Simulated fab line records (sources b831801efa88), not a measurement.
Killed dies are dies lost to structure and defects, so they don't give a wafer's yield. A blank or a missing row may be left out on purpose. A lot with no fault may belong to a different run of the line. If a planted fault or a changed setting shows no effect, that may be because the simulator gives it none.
fab line records    flow gf180mcu
[record] lots = 5  wafers = 23
route steps=602 shown M4@472 V4@480 M5@530 TOP_METAL@569
start-h: the number of hours between the record's first day and the start of the first shown wafer of the lot    wait-h: hours since the lot's step before    " the same as in the row above    L1.1+2: several wafers, shown together as one row    - value missing, or start not given    * or withheld: withheld    < > ~ a bound
route shown NAME@n: NAME is a module with steps in the file, n the number in the route of the first one    usual: mean/standard deviation taken from wafers without a fault    same: alike in all rows    chamber/n: place in a boat    sites: each site's reading    _std_site: the standard deviation of these    _edge_site: the outer-site mean with the inner-site mean subtracted    radius-mm: how far each site lies from the wafer's centre    mask NAME#n: copy n    behind: tool/chamber where the wafer was last shaped    hold: what put the lot on hold/how long, in hours/how the hold closed    device: which transistor (n, p or np) failed to switch    end of line: tests of these same wafers at the route's end    a step given without rows: its recipe and nothing more    killed: at the first sort, the dies lost to defects and structure; wafer yield is something else    map: the dies of a wafer, with x for killed, . for not killed, _ for no die there
set.NAME: the setting the step ran with; set.NAME@STEP: the setting that earlier step ran with    model.NAME: the simulator's own value behind a step, which no gauge read
lots whose settings were changed on purpose; a table a step, a row a wafer
[[steps]]
[step GF_M4_METAL_ETCH_16]
[recipe] chemistry = Cl2/BCl3  mask-material = KrF  target-depth-nm = 627.5  stop-on = SiO2  pressure-mtorr = 8  icp-w = 800  bias-w = 140  Cl2_flow_sccm = 80  bcl3-flow-sccm = 40  time-s = 104.6
lot.wafer  tool          chamber  start-h  wait-h  set.time-s  set.resist-thk-nm@M4_COAT_09  model.KrF_of_M4_COAT_09.thk-nm
L074.1     rie-metal-02  0        549.77   0.0     92.25       953.5                         722.6
L074.2     "             1        "        "       92.25       1000                          -
L074.4     "             0        "        "       92.25       953.5                         -
L074.5     "             1        "        "       104.6       1000                          -
L074.6     "             0        "        "       104.6       1000                          741.9
L075.1     rie-metal-03  0        553.22   0.0     110         1000                          719.3
L075.3     "             0        "        "       104.6       1021                          -
L075.4     "             0        "        "       110         1021                          741.4
L075.5     "             0        "        "       110         1021                          -
L075.6     "             0        "        "       104.6       1000                          -
L082.1     rie-metal-02  1        616.53   0.0     110.3       1000                          727.4
L082.2     "             0        "        "       110.3       950.5                         679.7
L082.3     "             0        "        "       110.3       950.5                         681.3
L082.5     "             1        "        "       104.6       1000                          740.2
L082.6     "             0        "        "       104.6       1000                          742.2
L083.2     rie-metal-03  0        616.76   0.1     104.6       1019                          754.5
L083.3     "             0        "        "       111         1019                          734.2
L083.4     "             0        "        "       111         1000                          719.4
L083.5     "             0        "        "       104.6       1000                          736
L083.6     "             0        "        "       111         1019                          737.9
L084.1     rie-metal-03  0        623.12   0.0     104.6       1000                          739.6
L084.2     "             0        "        "       104.6       1000                          738.8
L084.4     "             0        "        "       104.6       1000                          737.1
[step GF_M4_STRIP_17]
[recipe] chemistry = O2/N2  power-w = 1400  pressure-mtorr = 1500  platen-temp-c = 250  o2-flow-sccm = 3000  n2-flow-sccm = 300  overash-fraction = 0.5
[usual] strip-time-to-endpoint-s = 7.88/0.052
lot.wafer  tool             chamber  start-h  wait-h  set.resist-thk-nm@M4_COAT_09  set.time-s@M4_METAL_ETCH_16  strip-time-to-endpoint-s
L074.1     plasma-asher-03  1        549.88   0.1     953.5                         92.25                        7.77
L074.2     "                0        "        "       1000                          92.25                        8.12
L074.4     "                1        "        "       953.5                         92.25                        7.73
L074.5     "                1        "        "       1000                          104.6                        7.84
L074.6     "                0        "        "       1000                          104.6                        7.95
L075.1     plasma-asher-02  1        553.44   0.2     1000                          110                          7.72
L075.3     "                0        "        "       1021                          104.6                        8.05
L075.4     "                1        "        "       1021                          110                          7.94
L075.5     "                0        "        "       1021                          110                          7.93
L075.6     "                1        "        "       1000                          104.6                        7.88
L082.1     plasma-asher-04  0        616.64   0.1     1000                          110.3                        7.80
L082.2     "                1        "        "       950.5                         110.3                        7.33
L082.3     "                1        "        "       950.5                         110.3                        7.34
L082.5     "                1        "        "       1000                          104.6                        7.94
L082.6     "                0        "        "       1000                          104.6                        7.96
L083.2     plasma-asher-02  0        616.95   0.1     1019                          104.6                        8.06
L083.3     "                1        "        "       1019                          111                          7.85
L083.4     "                0        "        "       1000                          111                          7.72
L083.5     "                0        "        "       1000                          104.6                        7.88
L083.6     "                1        "        "       1019                          111                          7.91
L084.1     plasma-asher-04  0        623.35   0.2     1000                          104.6                        7.91
L084.2     "                1        "        "       1000                          104.6                        7.90
L084.4     "                0        "        "       1000                          104.6                        7.89
[step GF_V4_CMP_04]
[recipe] material = SiO2  down-force-psi = 4  platen-rpm = 60  pad-velocity-m-s = 0.94248
lot.wafer  tool    chamber  start-h  wait-h  set.leave-above-ref-nm  model.SiO2_of_V4_CVD_02.thk-nm
L074.1     cmp-02  1        550.74   0.1     632.5                   632.1
L074.4     "       3        "        "       632.5                   630.8
L074.2+5   "       0,1      "        "       632.5                   631.7
L074.6     "       2        "        "       632.5                   632.3
L075.3     cmp-02  2        554.29   0.1     658.1                   659.9
L075.1     "       3        "        "       658.1                   657.4
L075.4     "       0        "        "       658.1                   658.2
L075.6     "       1        "        "       632.5                   632.1
L075.5     "       2        "        "       632.5                   633.7
L082.1     cmp-01  0        617.53   0.1     647.5                   649.4
L082.3     "       1        "        "       632.5                   631.3
L082.2     "       2        "        "       647.5                   649.6
L082.6     "       3        "        "       632.5                   634.4
L082.5     "       0        "        "       647.5                   648.5
L083.3     cmp-02  1        617.75   0.0     632.5                   633.3
L083.4     "       2        "        "       595.8                   596.4
L083.2     "       0        "        "       595.8                   597.3
L083.6     "       1        "        "       632.5                   635
L083.5     "       2        "        "       632.5                   634.4
L084.2     cmp-02  1        624.14   0.0     632.5                   634.2
L084.1     "       2        "        "       632.5                   633.2
L084.4     "       3        "        "       632.5                   632.2
[step GF_V4_ETCH_16]
[recipe] chemistry = N2/H2  target-depth-a = withheld  overetch-a = withheld  time-s = withheld  target = BARC  ion-energy-ev = 200  source-w = 500  bias-w = 100  pressure-mtorr = 30  n2-flow-sccm = 100  h2-flow-sccm = 200
lot.wafer       tool         chamber    start-h  wait-h  set.ion-energy-ev
L074.1+2+4+5+6  rie-diel-02  2,3,0,1,2  573.22   0.0     200
L075.1+3+4+5+6  rie-diel-02  1,3,0,3,1  576.12   0.0     200
L082.1+3+6      rie-diel-02  1,3,3      638.66   0.0     200
L082.2+5        "            0,2        "        "       178.9
L083.2+5+6      rie-diel-04  3,2,3      638.72   0.0     200
L083.3+4        "            1,2        "        "       188.9
L084.1+2+4      rie-diel-01  3,0,2      644.42   0.0     200
[step GF_V4_ETCH_17]
[recipe] chemistry = C4F8/O2/Ar  mask-material = KrF  target = SiO2  stop-on = TiN  source-w = 1500  bias-w = 1200  pressure-mtorr = 40  c4f8-flow-sccm = withheld  O2_flow_sccm = 6  Ar_flow_sccm = 300  time-s = withheld  target-depth-a = 6300
[usual] oes-product-au = 0.856/0.0043
lot.wafer  tool         chamber  start-h  wait-h  set.leave-above-ref-nm@V4_CMP_04  oes-product-au  model.V4.feature-depth-nm
L074.1     rie-diel-02  2        -        -       632.5                             0.852           632.1
L074.2     "            3        "        "       632.5                             0.855           631.7
L074.4     "            0        "        "       632.5                             0.856           630.8
L074.5     "            1        "        "       632.5                             0.852           631.7
L074.6     "            2        "        "       632.5                             0.861           632.3
L075.1     rie-diel-02  1        -        -       658.1                             0.878           657.4
L075.3     "            3        "        "       658.1                             0.872           659.9
L075.4     "            0        "        "       658.1                             0.882           658.2
L075.5     "            3        "        "       632.5                             0.859           633.7
L075.6     "            1        "        "       632.5                             0.863           632.1
L082.1     rie-diel-02  1        -        -       647.5                             0.863           649.4
L082.2     "            0        "        "       647.5                             0.871           649.6
L082.3     "            3        "        "       632.5                             0.855           631.3
L082.5     "            2        "        "       647.5                             0.869           648.5
L082.6     "            3        "        "       632.5                             0.861           634.4
L083.2     rie-diel-04  3        -        -       595.8                             0.831           597.3
L083.3     "            1        "        "       632.5                             0.866           633.3
L083.4     "            2        "        "       595.8                             0.830           596.4
L083.5     "            2        "        "       632.5                             0.855           634.4
L083.6     "            3        "        "       632.5                             0.857           635
L084.1     rie-diel-01  3        -        -       632.5                             0.854           633.2
L084.2     "            0        "        "       632.5                             0.851           634.2
L084.4     "            2        "        "       632.5                             0.854           632.2
[step GF_V4_SPUTTER_21]
[recipe] material = Ti  target-thk-nm = 15  chamber-pressure-pa = 5  power-w = 2500  substrate-temp-c = 200  time-s = 80.02
lot.wafer  tool            chamber  start-h  wait-h  set.time-s  model.Ti_of_V4_SPUTTER_21.thk-nm
L074.1     pvd-sputter-03  -        573.88   0.0     80.02       14.93
L074.2     "               -        "        "       80.02       14.88
L074.4     "               -        "        "       76.97       14.33
L074.5     "               -        "        "       76.97       14.39
L074.6     "               -        "        "       80.02       14.94
L075.1     pvd-sputter-03  -        576.78   0.0     80.02       14.74
L075.3+4   "               -        "        "       80.02       14.8
L075.5     "               -        "        "       80.02       15.19
L075.6     "               -        "        "       80.02       14.72
L082.1     pvd-sputter-04  -        639.36   0.0     80.02       14.53
L082.2     "               -        "        "       76.41       14.15
L082.3     "               -        "        "       80.02       14.63
L082.5     "               -        "        "       80.02       14.68
L082.6     "               -        "        "       76.41       14.07
L083.2     pvd-sputter-02  -        639.41   0.0     72.79       13.69
L083.3     "               -        "        "       72.79       13.77
L083.4     "               -        "        "       80.02       15.2
L083.5     "               -        "        "       72.79       13.96
L083.6     "               -        "        "       80.02       14.86
L084.1     pvd-sputter-02  -        645.12   0.0     80.02       15.01
L084.2     "               -        "        "       80.02       15.18
L084.4     "               -        "        "       80.02       14.97
[step GF_M5_EXPOSE_04]
[recipe] mask-id = Metal5  target-cd-nm = 280  na = 0.68  source-shape = conventional  sigma-outer = 0.6  dose-mj = 28
lot.wafer   tool            chamber  start-h  wait-h  mask      set.dose-mj
L074.1+2+5  krf-scanner-02  0        -        -       Metal5#0  28
L074.4+6    "               0        "        "       Metal5#0  26.75
L075.1+5+6  krf-scanner-02  0        -        -       Metal5#0  28
L075.3+4    "               0        "        "       Metal5#0  29.41
L082.1+5    krf-scanner-02  0        -        -       Metal5#0  28.67
L082.2+3+6  "               0        "        "       Metal5#0  28
L083.2+4+6  krf-scanner-02  0        -        -       Metal5#0  28
L083.3+5    "               0        "        "       Metal5#0  26.62
L084.1+2+4  krf-scanner-02  0        -        -       Metal5#0  28
[step GF_M5_PEB_05]
[recipe] peb-temp-c = 135  peb-time-s = 90  resist = KrF
[step GF_M5_DEVELOP_06]
[recipe] develop-time-s = 60  dev-temp-c = 21
[step GF_M5_CD_MEAS_07]
[recipe] target-cd-nm = 280
[usual] cd-nm = 279.8/1.3
lot.wafer  tool       chamber  start-h  wait-h  set.dose-mj@M5_EXPOSE_04  cd-nm
L074.1     cd-sem-02  -        617.78   0.1     28                        280.6
L074.2     "          -        "        "       28                        279.6
L074.4     "          -        "        "       26.75                     286.9
L074.5     "          -        "        "       28                        279.3
L074.6     "          -        "        "       26.75                     287.1
L075.1     cd-sem-01  -        619.06   0.1     28                        278.4
L075.3     "          -        "        "       29.41                     272.3
L075.4     "          -        "        "       29.41                     271.6
L075.5     "          -        "        "       28                        277.8
L075.6     "          -        "        "       28                        279.8
L082.1     cd-sem-01  -        678.48   0.1     28.67                     277.3
L082.2     "          -        "        "       28                        279.7
L082.3     "          -        "        "       28                        280.3
L082.5     "          -        "        "       28.67                     276.2
L082.6     "          -        "        "       28                        279.6
L083.2     cd-sem-02  -        679.15   0.1     28                        280.3
L083.3     "          -        "        "       26.62                     288.1
L083.4     "          -        "        "       28                        281.1
L083.5     "          -        "        "       26.62                     286.8
L083.6     "          -        "        "       28                        281.2
L084.1     cd-sem-01  -        685.16   0.1     28                        279.8
L084.2     "          -        "        "       28                        281.5
L084.4     "          -        "        "       28                        281.6
[step GF_M5_ETCH_09]
[recipe] chemistry = CF4/O2  target = Si3N4  target-depth-nm = 52  source-w = 800  bias-w = 150  pressure-mtorr = 150  cf4-flow-sccm = 80  O2_flow_sccm = 10  time-s = 11.6
lot.wafer  tool         chamber  start-h  wait-h  set.bias-w  set.dose-mj@M5_EXPOSE_04  model.M5.cd-nm
L074.1     rie-diel-04  1        617.93   0.0     150         28                        280.4
L074.2     "            2        "        "       150         28                        279.3
L074.4     "            0        "        "       150         26.75                     286.4
L074.5     "            0        "        "       150         28                        279.6
L074.6     "            1        "        "       150         26.75                     286.7
L075.1     rie-diel-04  3        619.22   0.0     150         28                        278.3
L075.3     "            2        "        "       150         29.41                     271.8
L075.4     "            0        "        "       150         29.41                     271.7
L075.5     "            3        "        "       150         28                        277.6
L075.6     "            0        "        "       150         28                        280
L082.1     rie-diel-03  1        678.63   0.0     150         28.67                     276.6
L082.2     "            0        "        "       160.4       28                        279.7
L082.3     "            3        "        "       160.4       28                        279.9
L082.5     "            2        "        "       150         28.67                     276.7
L082.6     "            1        "        "       150         28                        278.8
L083.2     rie-diel-04  0        679.28   0.0     150         28                        281.1
L083.3     "            1        "        "       138.5       26.62                     287.6
L083.4     "            2        "        "       150         28                        280.9
L083.5     "            0        "        "       150         26.62                     287.6
L083.6     "            1        "        "       138.5       28                        281.2
L084.1     rie-diel-04  0        685.31   0.0     150         28                        280.8
L084.2     "            2        "        "       150         28                        281.2
L084.4     "            0        "        "       150         28                        282.5
[step GF_TOP_METAL_SPUTTER_02]
[recipe] material = AlCu  target-thk-nm = 900  power-w = 10600  chamber-pressure-pa = 0.3  substrate-temp-c = 250  gas = Ar  time-s = 47.82
lot.wafer  tool            chamber  start-h  wait-h  set.time-s  model.AlCu_of_TOP_METAL_SPUTTER_02.thk-nm
L074.1     pvd-sputter-04  -        640.65   0.0     47.82       900.6
L074.2     "               -        "        "       47.82       894.5
L074.4     "               -        "        "       47.82       907.1
L074.5     "               -        "        "       47.82       893
L074.6     "               -        "        "       47.82       899.8
L075.1     pvd-sputter-04  -        641.70   0.0     43.47       814.1
L075.3     "               -        "        "       47.82       900.3
L075.4     "               -        "        "       47.82       899.1
L075.5     "               -        "        "       43.47       803.3
L075.6     "               -        "        "       47.82       898.6
L083.2     pvd-sputter-03  -        701.24   0.0     47.82       888.7
L083.3+5   "               -        "        "       54.27       1012
L083.4     "               -        "        "       54.27       999.7
L083.6     "               -        "        "       47.82       877.3
L082.1     pvd-sputter-04  -        701.54   0.0     43.57       839
L082.2     "               -        "        "       43.57       834.6
L082.3     "               -        "        "       47.82       904.5
L082.5     "               -        "        "       47.82       908
L082.6     "               -        "        "       47.82       921.5
L084.1     pvd-sputter-03  -        706.77   0.0     47.82       892
L084.2     "               -        "        "       47.82       888
L084.4     "               -        "        "       47.82       878.2
[step GF_TOP_METAL_SPUTTER_03]
[recipe] material = Ti  target-thk-nm = 5  substrate-temp-c = 300  chamber-pressure-pa = 0.3  power-w = 3000  time-s = 3.3
[step GF_TOP_METAL_SPUTTER_04]
[recipe] material = TiN  target-thk-nm = 25  power-w = 6500  time-s = 20.8  chamber-pressure-pa = 0.4
[step GF_TOP_METAL_RS_MEAS_05]
[recipe] thk-meas-gauge = four-point-probe  reads = TiN_of_TOP_METAL_SPUTTER_04+Ti_of_TOP_METAL_SPUTTER_03+AlCu_of_TOP_METAL_SPUTTER_02+TiN_of_TOP_METAL_SPUTTER_01+Ti_of_TOP_METAL_SPUTTER_00
[usual] TOP_METAL_ALCU_RS = 0.0329/0.00038
lot.wafer  tool           chamber  start-h  wait-h  set.time-s@TOP_METAL_SPUTTER_02  TOP_METAL_ALCU_RS[ohm/sq]
L074.1     film-metro-01  -        640.74   0.0     47.82                            0.0327
L074.2     "              -        "        "       47.82                            0.0329
L074.4     "              -        "        "       47.82                            0.0324
L074.5     "              -        "        "       47.82                            0.0329
L074.6     "              -        "        "       47.82                            0.0327
L075.1     film-metro-03  -        641.79   0.0     43.47                            0.0362
L075.3     "              -        "        "       47.82                            0.0326
L075.4     "              -        "        "       47.82                            0.0327
L075.5     "              -        "        "       43.47                            0.0367
L075.6     "              -        "        "       47.82                            0.0328
L083.2     film-metro-03  -        701.35   0.0     47.82                            0.0331
L083.3     "              -        "        "       54.27                            0.0291
L083.4     "              -        "        "       54.27                            0.0294
L083.5     "              -        "        "       54.27                            0.0290
L083.6     "              -        "        "       47.82                            0.0335
L082.1     film-metro-01  -        701.63   0.0     43.57                            0.0352
L082.2     "              -        "        "       43.57                            0.0353
L082.3     "              -        "        "       47.82                            0.0325
L082.5     "              -        "        "       47.82                            0.0323
L082.6     "              -        "        "       47.82                            0.0319
L084.1     film-metro-03  -        706.86   0.0     47.82                            0.0330
L084.2     "              -        "        "       47.82                            0.0332
L084.4     "              -        "        "       47.82                            0.0336
[step GF_TOP_METAL_THK_MEAS_06]
[recipe] thk-meas-gauge = xrf  reads = AlCu_of_TOP_METAL_SPUTTER_02
[usual] TOP_METAL_ALCU_THK = 904/11
lot.wafer  tool           chamber  start-h  wait-h  set.time-s@TOP_METAL_SPUTTER_02  TOP_METAL_ALCU_THK[nm]
L074.1     film-metro-01  -        640.86   0.1     47.82                            908
L074.2     "              -        "        "       47.82                            905
L074.4     "              -        "        "       47.82                            913
L074.5     "              -        "        "       47.82                            908
L074.6     "              -        "        "       47.82                            908
L075.1     film-metro-03  -        641.91   0.1     43.47                            820
L075.3     "              -        "        "       47.82                            902
L075.4     "              -        "        "       47.82                            904
L075.5     "              -        "        "       43.47                            802
L075.6     "              -        "        "       47.82                            902
L083.2     film-metro-03  -        701.46   0.1     47.82                            899
L083.3     "              -        "        "       54.27                            1016
L083.4     "              -        "        "       54.27                            1010
L083.5     "              -        "        "       54.27                            1022
L083.6     "              -        "        "       47.82                            884
L082.1     film-metro-01  -        701.75   0.1     43.57                            840
L082.2     "              -        "        "       43.57                            840
L082.3     "              -        "        "       47.82                            909
L082.5     "              -        "        "       47.82                            913
L082.6     "              -        "        "       47.82                            928
L084.1     film-metro-03  -        706.98   0.1     47.82                            901
L084.2     "              -        "        "       47.82                            896
L084.4     "              -        "        "       47.82                            885
[step GF_TOP_METAL_DEVELOP_13]
[recipe] develop-time-s = 60  dev-temp-c = 23
lot.wafer   tool            chamber  start-h  wait-h  set.develop-time-s
L074.1+6    litho-track-03  0        659.21   0.1     60
L074.2+4+5  "               0        "        "       55.77
L075.1+6    litho-track-03  0        661.21   0.1     54.89
L075.3+4+5  "               0        "        "       60
L083.2+4+6  litho-track-02  0        718.99   0.1     60
L083.3+5    "               0        "        "       51.36
L082.1+2+3  litho-track-03  0        719.96   0.1     60
L082.5+6    "               0        "        "       55.7
L084.1+2+4  litho-track-02  0        723.96   0.1     60
[step GF_TOP_METAL_CD_MEAS_14]
[recipe] target-cd-nm = 440
[usual] cd-nm = 439.3/2
lot.wafer  tool       chamber  start-h  wait-h  set.develop-time-s@TOP_METAL_DEVELOP_13  cd-nm
L074.1     cd-sem-01  -        659.36   0.1     60                                       437.1
L074.2     "          -        "        "       55.77                                    444.2
L074.4     "          -        "        "       55.77                                    444.9
L074.5     "          -        "        "       55.77                                    445.3
L074.6     "          -        "        "       60                                       438.9
L075.1     cd-sem-01  -        661.36   0.1     54.89                                    445.2
L075.3     "          -        "        "       60                                       439.8
L075.4     "          -        "        "       60                                       438.6
L075.5     "          -        "        "       60                                       440.3
L075.6     "          -        "        "       54.89                                    449.4
L083.2     cd-sem-01  -        719.13   0.1     60                                       439.0
L083.3     "          -        "        "       51.36                                    455.6
L083.4     "          -        "        "       60                                       440.8
L083.5     "          -        "        "       51.36                                    454.2
L083.6     "          -        "        "       60                                       440.3
L082.1     cd-sem-01  -        720.11   0.1     60                                       440.7
L082.2     "          -        "        "       60                                       439.2
L082.3     "          -        "        "       60                                       438.0
L082.5     "          -        "        "       55.7                                     444.8
L082.6     "          -        "        "       55.7                                     443.5
L084.1     cd-sem-02  -        724.11   0.1     60                                       439.4
L084.2     "          -        "        "       60                                       441.0
L084.4     "          -        "        "       60                                       440.1
[step GF_TOP_METAL_METAL_ETCH_16]
[recipe] chemistry = Cl2/BCl3  mask-material = NOVOLAK  target-depth-nm = 1077.5  stop-on = SiO2  pressure-mtorr = 8  icp-w = 800  bias-w = 140  Cl2_flow_sccm = 80  bcl3-flow-sccm = 40  time-s = 179.6
[usual] oes-product-au = 0.964/0.0063
lot.wafer  tool          chamber  start-h  wait-h  set.pressure-mtorr  set.time-s@TOP_METAL_SPUTTER_02  oes-product-au
L074.1     rie-metal-03  0        659.52   0.0     8.356               47.82                            0.970
L074.2     "             1        "        "       8.356               47.82                            0.959
L074.4     "             1        "        "       8.356               47.82                            0.976
L074.5     "             1        "        "       8.356               47.82                            0.963
L074.6     "             0        "        "       8.356               47.82                            0.971
L075.1     rie-metal-01  0        661.52   0.0     9.076               43.47                            0.919
L075.3     "             1        "        "       9.076               47.82                            0.962
L075.4     "             0        "        "       9.076               47.82                            0.965
L075.5     "             0        "        "       9.076               43.47                            0.915
L075.6     "             1        "        "       9.076               47.82                            0.965
L083.2     rie-metal-01  1        719.27   0.0     9.039               47.82                            0.957
L083.3     "             1        "        "       9.039               54.27                            1.003
L083.4     "             0        "        "       9.039               54.27                            0.989
L083.5     "             1        "        "       9.039               54.27                            0.990
L083.6     "             0        "        "       9.039               47.82                            0.958
L082.1     rie-metal-02  1        720.27   0.0     8.662               43.57                            0.927
L082.2     "             0        "        "       8.662               43.57                            0.934
L082.3     "             1        "        "       8.662               47.82                            0.972
L082.5     "             0        "        "       8.662               47.82                            0.958
L082.6     "             1        "        "       8.662               47.82                            0.979
L084.1     rie-metal-01  1        724.27   0.0     8                   47.82                            0.971
L084.2     "             0        "        "       8                   47.82                            0.963
L084.4     "             0        "        "       8                   47.82                            0.954
[[key]]
[split] step = GF_M4_METAL_ETCH_16  setting = time-s  stated = 104.6  by = wafer
[response] step = GF_M4_METAL_ETCH_16  reading = model.KrF_of_M4_COAT_09.thk-nm  slope = -2.45  per = 1%  together-with = resist-thk-nm@M4_COAT_09  explained = 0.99
[response] step = GF_M4_STRIP_17  reading = strip-time-to-endpoint-s  slope = *  per = 1%  together-with = resist-thk-nm@M4_COAT_09  explained = 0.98
[split] step = GF_V4_CMP_04  setting = leave-above-ref-nm  stated = 632.5  by = wafer
[response] step = GF_V4_CMP_04  reading = model.SiO2_of_V4_CVD_02.thk-nm  change = +6.45  per = 1%  r = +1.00
[response] step = GF_V4_ETCH_17  reading = oes-product-au  change = +0.00462  per = 1%  r = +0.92
[response] step = GF_V4_ETCH_17  reading = model.V4.feature-depth-nm  change = +6.45  per = 1%  r = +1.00
[split] step = GF_V4_ETCH_16  setting = ion-energy-ev  stated = 200  by = wafer
response none clear
[split] step = GF_V4_SPUTTER_21  setting = time-s  stated = 80.02  by = wafer
[response] step = GF_V4_SPUTTER_21  reading = model.Ti_of_V4_SPUTTER_21.thk-nm  change = +0.133  per = 1%  r = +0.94
[split] step = GF_M5_EXPOSE_04  setting = dose-mj  stated = 28  by = wafer
[response] step = GF_M5_CD_MEAS_07  reading = cd-nm  change = -1.4  per = 1%  r = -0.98
[response] step = GF_M5_ETCH_09  reading = model.M5.cd-nm  change = -1.38  per = 1%  r = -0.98
[split] step = GF_M5_ETCH_09  setting = bias-w  stated = 150  by = wafer
response none clear
[split] step = GF_TOP_METAL_SPUTTER_02  setting = time-s  stated = 47.82  by = wafer
[response] step = GF_TOP_METAL_SPUTTER_02  reading = model.AlCu_of_TOP_METAL_SPUTTER_02.thk-nm  change = +9.23  per = 1%  r = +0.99
[response] step = GF_TOP_METAL_RS_MEAS_05  reading = TOP_METAL_ALCU_RS  change = -0.000339  per = 1%  r = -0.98
[response] step = GF_TOP_METAL_THK_MEAS_06  reading = TOP_METAL_ALCU_THK  change = +9.29  per = 1%  r = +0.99
[response] step = GF_TOP_METAL_METAL_ETCH_16  reading = oes-product-au  change = +0.00369  per = 1%  r = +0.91
[split] step = GF_TOP_METAL_DEVELOP_13  setting = develop-time-s  stated = 60  by = wafer
[response] step = GF_TOP_METAL_CD_MEAS_14  reading = cd-nm  change = -0.953  per = 1%  r = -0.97
[split] step = GF_TOP_METAL_METAL_ETCH_16  setting = pressure-mtorr  stated = 8  by = lot
response none clear
split outside-this-file step=GF_M4_COAT_09 setting=resist-thk-nm
// split outside-this-file: this setting was split too, and the file shows its column; the key of that split is in another file
